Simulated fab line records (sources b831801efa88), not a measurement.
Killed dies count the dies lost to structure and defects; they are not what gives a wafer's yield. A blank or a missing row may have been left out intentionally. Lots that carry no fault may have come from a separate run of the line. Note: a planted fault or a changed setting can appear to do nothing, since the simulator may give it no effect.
fab line records ; flow gf180mcu
record: lots: 5; wafers: 15; last-day: 34
route steps=602 shown V1@361 M2@362
lots untouched by any fault: they come from a run of this same line in which no faults occurred
start-h: the number of hours between the record's first day and the start of the first shown wafer of the lot ; wait-h: time in hours since the lot's previous step ; " same as the row above ; L1.1+2: a row that stands for several wafers ; - no value, or no start was given ; * or withheld: withheld ; < > ~ a bound
route shown NAME@n: NAME is a module with steps in the file, n the number in the route of the first one ; usual: average and standard deviation across the fault-free wafers ; same: alike in all rows ; chamber/n: place in a boat ; sites: readings site by site ; _std_site: standard deviation of those values ; _edge_site: inner sites' mean taken away from outer sites' mean ; radius-mm: how far each site lies from the wafer's centre ; mask NAME#n: copy n ; behind: the last tool/chamber to shape the wafer ; hold: cause of the lot's hold/its duration in hours/its outcome ; device: which transistor (n, p or np) failed to switch ; end of line: tests of these same wafers at the route's end ; for a step that has no rows: nothing shown but its recipe ; killed: not the wafer's yield, but the dies lost to structure and defects at the first sort ; map: a wafer's dies, x killed, . not, _ none there
set.NAME: the setting that was run; set.NAME@STEP: the one run at that earlier step ; model.NAME: the simulator's own value behind a step, which no gauge read
lots at some steps of the route; a table a step, a row a wafer
services: a tool's chamber out of use, with start hour (start-h, from the record's first day; less than 0 if before it), hours out, and reason
== steps ==
step: GF_V1_CMP_26
recipe: stop-on: SiO2; down-force-psi: 3.5; platen-rpm: 60; t-overpolish-s: 15; target-thk-nm: 0; pad-velocity-m-s: 0.94248
usual: motor-current-A: 10.7/1.5; overpolish-run-s: 15.001/0.0093; slurry-filter-dp-kPa: 13.51/0.13; time-to-endpoint-s: 84/3.3
lot.wafer;tool;chamber;start-h;wait-h;motor-current-A;overpolish-run-s;slurry-filter-dp-kPa;time-to-endpoint-s
L078.4;cmp-02;0;448.05;0.1;11.5;14.997;13.71;80
L078.6;cmp-02;3;448.05;0.1;10.3;15.004;13.58;78
L078.5;cmp-02;0;448.05;0.1;11.4;14.987;13.63;82
L081.3;cmp-02;0;464.53;0.1;11.3;15.006;13.61;83
L081.5;cmp-02;3;464.53;0.1;10.3;15.007;13.43;83
L081.6;cmp-02;0;464.53;0.1;11.3;15.000;13.56;82
L086.4;cmp-01;0;519.82;0.2;9.0;15.012;13.33;84
L086.6;cmp-01;1;519.82;0.2;10.8;14.994;13.67;83
L086.5;cmp-01;2;519.82;0.2;12.5;15.024;13.45;84
L090.3;cmp-01;0;564.67;0.0;8.6;14.996;13.64;80
L090.4;cmp-01;1;564.67;0.0;10.7;15.007;13.80;82
L090.1;cmp-01;2;564.67;0.0;12.6;14.983;13.33;81
L095.1;cmp-02;1;614.19;0.1;13.0;14.995;13.60;78
L095.4;cmp-02;2;614.19;0.1;11.8;15.012;13.62;81
L095.6;cmp-02;0;614.19;0.1;10.9;15.004;13.67;82
step: GF_M2_SPUTTER_00
recipe: material: Ti; target-thk-nm: 37.5; arriving-ion-energy-ev: 80; substrate-temp-c: 200; chamber-pressure-pa: 2; power-w: 4000; time-s: 150
usual: throttle-valve-pct: 29.9/1.3
same: time-s: 150
lot.wafer;tool;chamber;start-h;wait-h;throttle-valve-pct
L078.4;pvd-sputter-01;-;448.30;0.2;30.0
L078.5;pvd-sputter-01;-;448.30;0.2;29.4
L078.6;pvd-sputter-01;-;448.30;0.2;30.9
L081.3;pvd-sputter-04;-;464.78;0.2;30.6
L081.5;pvd-sputter-04;-;464.78;0.2;30.6
L081.6;pvd-sputter-04;-;464.78;0.2;29.0
L086.4;pvd-sputter-03;-;519.97;0.1;31.0
L086.5;pvd-sputter-03;-;519.97;0.1;31.1
L086.6;pvd-sputter-03;-;519.97;0.1;30.9
L090.1;pvd-sputter-04;-;564.97;0.1;28.8
L090.3;pvd-sputter-04;-;564.97;0.1;30.5
L090.4;pvd-sputter-04;-;564.97;0.1;30.1
L095.1;pvd-sputter-01;-;614.39;0.1;29.5
L095.4;pvd-sputter-01;-;614.39;0.1;30.6
L095.6;pvd-sputter-01;-;614.39;0.1;30.9
step: GF_M2_SPUTTER_01
recipe: material: TiN; target-thk-nm: 30; power-w: 6500; time-s: 25; chamber-pressure-pa: 0.4
usual: throttle-valve-pct: 29.9/1.2
same: time-s: 25
lot.wafer;tool;chamber;start-h;wait-h;throttle-valve-pct
L078.4;pvd-sputter-01;-;448.40;0.1;30.1
L078.5;pvd-sputter-01;-;448.40;0.1;29.4
L078.6;pvd-sputter-01;-;448.40;0.1;30.5
L081.3;pvd-sputter-04;-;464.88;0.1;30.6
L081.5;pvd-sputter-04;-;464.88;0.1;30.7
L081.6;pvd-sputter-04;-;464.88;0.1;29.1
L086.4;pvd-sputter-03;-;520.07;0.1;30.9
L086.5;pvd-sputter-03;-;520.07;0.1;31.4
L086.6;pvd-sputter-03;-;520.07;0.1;30.9
L090.1;pvd-sputter-04;-;565.07;0.1;28.9
L090.3;pvd-sputter-04;-;565.07;0.1;30.8
L090.4;pvd-sputter-04;-;565.07;0.1;29.9
L095.1;pvd-sputter-01;-;614.49;0.1;29.4
L095.4;pvd-sputter-01;-;614.49;0.1;30.7
L095.6;pvd-sputter-01;-;614.49;0.1;30.7
step: GF_M2_SPUTTER_02
recipe: material: AlCu; target-thk-nm: 450; power-w: 10600; time-s: 23.9; chamber-pressure-pa: 0.4
usual: throttle-valve-pct: 29.9/1.3
same: time-s: 23.9
lot.wafer;tool;chamber;start-h;wait-h;throttle-valve-pct
L078.4;pvd-sputter-01;-;448.43;0.0;29.8
L078.5;pvd-sputter-01;-;448.43;0.0;29.1
L078.6;pvd-sputter-01;-;448.43;0.0;30.7
L081.3;pvd-sputter-04;-;464.92;0.0;30.8
L081.5;pvd-sputter-04;-;464.92;0.0;30.8
L081.6;pvd-sputter-04;-;464.92;0.0;28.7
L086.4;pvd-sputter-03;-;520.10;0.0;30.7
L086.5;pvd-sputter-03;-;520.10;0.0;31.3
L086.6;pvd-sputter-03;-;520.10;0.0;30.9
L090.1;pvd-sputter-04;-;565.10;0.0;29.0
L090.3;pvd-sputter-04;-;565.10;0.0;30.6
L090.4;pvd-sputter-04;-;565.10;0.0;30.0
L095.1;pvd-sputter-01;-;614.52;0.0;29.3
L095.4;pvd-sputter-01;-;614.52;0.0;30.8
L095.6;pvd-sputter-01;-;614.52;0.0;31.0
step: GF_M2_SPUTTER_03
recipe: material: Ti; target-thk-nm: 10; substrate-temp-c: 300; chamber-pressure-pa: 0.3; power-w: 3000; time-s: 6.7
usual: throttle-valve-pct: 29.9/1.3
same: time-s: 6.7
lot.wafer;tool;chamber;start-h;wait-h;throttle-valve-pct
L078.4;pvd-sputter-01;-;448.46;0.0;30.4
L078.5;pvd-sputter-01;-;448.46;0.0;29.3
L078.6;pvd-sputter-01;-;448.46;0.0;30.8
L081.3;pvd-sputter-04;-;464.95;0.0;30.5
L081.5;pvd-sputter-04;-;464.95;0.0;30.9
L081.6;pvd-sputter-04;-;464.95;0.0;28.7
L086.4;pvd-sputter-03;-;520.13;0.0;31.1
L086.5;pvd-sputter-03;-;520.13;0.0;31.4
L086.6;pvd-sputter-03;-;520.13;0.0;30.9
L090.1;pvd-sputter-04;-;565.13;0.0;28.8
L090.3;pvd-sputter-04;-;565.13;0.0;30.7
L090.4;pvd-sputter-04;-;565.13;0.0;29.9
L095.1;pvd-sputter-01;-;614.55;0.0;29.4
L095.4;pvd-sputter-01;-;614.55;0.0;30.9
L095.6;pvd-sputter-01;-;614.55;0.0;30.9
step: GF_M2_SPUTTER_04
recipe: material: TiN; target-thk-nm: 50; power-w: 6500; time-s: 41.7; chamber-pressure-pa: 0.4
usual: throttle-valve-pct: 29.9/1.3
same: time-s: 41.7
lot.wafer;tool;chamber;start-h;wait-h;throttle-valve-pct
L078.4;pvd-sputter-01;-;448.48;0.0;30.3
L078.5;pvd-sputter-01;-;448.48;0.0;29.2
L078.6;pvd-sputter-01;-;448.48;0.0;30.7
L081.3;pvd-sputter-04;-;464.97;0.0;30.7
L081.5;pvd-sputter-04;-;464.97;0.0;30.7
L081.6;pvd-sputter-04;-;464.97;0.0;28.9
L086.4;pvd-sputter-03;-;520.15;0.0;31.0
L086.5;pvd-sputter-03;-;520.15;0.0;31.5
L086.6;pvd-sputter-03;-;520.15;0.0;30.8
L090.1;pvd-sputter-04;-;565.15;0.0;29.1
L090.3;pvd-sputter-04;-;565.15;0.0;30.6
L090.4;pvd-sputter-04;-;565.15;0.0;29.9
L095.1;pvd-sputter-01;-;614.57;0.0;29.2
L095.4;pvd-sputter-01;-;614.57;0.0;31.0
L095.6;pvd-sputter-01;-;614.57;0.0;30.8
step: GF_M2_RS_MEAS_05
recipe: thk-meas-gauge: four-point-probe; reads: TiN_of_M2_SPUTTER_04+Ti_of_M2_SPUTTER_03+AlCu_of_M2_SPUTTER_02+TiN_of_M2_SPUTTER_01+Ti_of_M2_SPUTTER_00
usual: M2_ALCU_RS: 0.0694/0.00076
lot.wafer;tool;chamber;start-h;wait-h;M2_ALCU_RS[ohm/sq]
L078.4;film-metro-01;-;448.58;0.1;0.0688
L078.5;film-metro-01;-;448.58;0.1;0.0703
L078.6;film-metro-01;-;448.58;0.1;0.0689
L081.3;film-metro-01;-;465.05;0.1;0.0707
L081.5;film-metro-01;-;465.05;0.1;0.0698
L081.6;film-metro-01;-;465.05;0.1;0.0704
L086.4;film-metro-03;-;520.25;0.1;0.0695
L086.5;film-metro-03;-;520.25;0.1;0.0691
L086.6;film-metro-03;-;520.25;0.1;0.0691
L090.1;film-metro-01;-;565.19;0.0;0.0692
L090.3;film-metro-01;-;565.19;0.0;0.0699
L090.4;film-metro-01;-;565.19;0.0;0.0691
L095.1;film-metro-04;-;614.61;0.0;0.0693
L095.4;film-metro-04;-;614.61;0.0;0.0689
L095.6;film-metro-04;-;614.61;0.0;0.0687
step: GF_M2_THK_MEAS_06
recipe: thk-meas-gauge: xrf; reads: AlCu_of_M2_SPUTTER_02
usual: M2_ALCU_THK: 449/5.1
lot.wafer;tool;chamber;start-h;wait-h;M2_ALCU_THK[nm]
L078.4;film-metro-01;-;448.67;0.1;454
L078.5;film-metro-01;-;448.67;0.1;447
L078.6;film-metro-01;-;448.67;0.1;456
L081.3;film-metro-01;-;465.15;0.1;444
L081.5;film-metro-01;-;465.15;0.1;446
L081.6;film-metro-01;-;465.15;0.1;444
L086.4;film-metro-03;-;520.34;0.1;448
L086.5;film-metro-03;-;520.34;0.1;452
L086.6;film-metro-03;-;520.34;0.1;453
L090.1;film-metro-01;-;565.31;0.1;452
L090.3;film-metro-01;-;565.31;0.1;447
L090.4;film-metro-01;-;565.31;0.1;454
L095.1;film-metro-04;-;614.73;0.1;445
L095.4;film-metro-04;-;614.73;0.1;450
L095.6;film-metro-04;-;614.73;0.1;452
== services ==
tool;chamber;start-h;hours;kind
pvd-sputter-01;0;426.17;-;consumable-replace:kit
pvd-sputter-01;0;426.17;18.0;scheduled-down
pvd-sputter-01;0;426.17;18.0;vent-cycle
cmp-01;-;429.59;0.6;repair
cmp-01;-;433.08;6.9;pm
cmp-01;-;439.94;12.1;pm
pvd-sputter-04;1;455.98;-;consumable-replace:kit
pvd-sputter-03;-;471.31;2.8;repair
pvd-sputter-04;-;480.97;4.6;repair
pvd-sputter-01;-;492.24;3.8;repair
cmp-01;-;495.25;1.0;repair
cmp-01;-;495.82;0.3;repair
cmp-02;-;504.98;15.0;pm
pvd-sputter-03;-;508.64;2.2;repair
pvd-sputter-01;-;520.43;4.7;repair
cmp-02;-;531.89;4.4;pm
pvd-sputter-03;-;533.64;3.5;repair
pvd-sputter-03;-;534.26;10.8;repair
cmp-02;-;550.84;12.0;repair
pvd-sputter-01;-;558.29;4.2;repair
pvd-sputter-04;-;566.35;1.3;repair
cmp-02;-;572.00;4.0;pm
pvd-sputter-04;-;582.99;1.4;repair
pvd-sputter-04;-;609.94;1.9;repair
== key ==
fault none
